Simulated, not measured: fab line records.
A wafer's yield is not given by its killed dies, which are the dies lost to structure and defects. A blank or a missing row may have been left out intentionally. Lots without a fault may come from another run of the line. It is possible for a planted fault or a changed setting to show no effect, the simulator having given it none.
What tool caused it? | flow gf180mcu | 6 lots (17 wafers sampled), 1 step of a 602-step route

== WHAT THE GAUGES SHOWED, per wafer ==
GF_V1_BOW_MEAS_05.
lot  | measured     | on            | V1_BOW (um)
L204 | day 17 13:17 | film_metro-03 | 72 79 77
L208 | day 19 05:29 | film_metro-02 | 82 85 66
L213 | day 20 20:03 | film_metro-01 | 85 85
L220 | day 23 13:59 | film_metro-02 | 79 82 69
L222 | day 24 02:20 | film_metro-03 | 82 91 83
L226 | day 25 04:50 | film_metro-01 | 95 80 94

== EACH LOT AND THE TOOL THAT RAN IT (in order: tool; ch and the chambers of the sampled wafers; start) ==
No process step before these readings appears in the record.

== THE ANSWER, worked out from the rows above alone ==
Rule: the lots themselves supply what counts as usual. The widest of any qualifying gaps counts: lots, ordered by their means at a reading, are off when they make up no more than a third of the lots, leave a main group of 4 or more, and stand apart from it by 3 or more times the standard deviation of that group's means. A main group whose means are all the same, to the digits that the tables above print for the reading, isn't used. A lot without any number at a reading at which 4 lots or more have one is off too. The other lots that the step has rows for count as sound.
No lot is off at any reading shown: from this, nothing can be told.

== WHAT THE SIMULATOR PUT IN ==
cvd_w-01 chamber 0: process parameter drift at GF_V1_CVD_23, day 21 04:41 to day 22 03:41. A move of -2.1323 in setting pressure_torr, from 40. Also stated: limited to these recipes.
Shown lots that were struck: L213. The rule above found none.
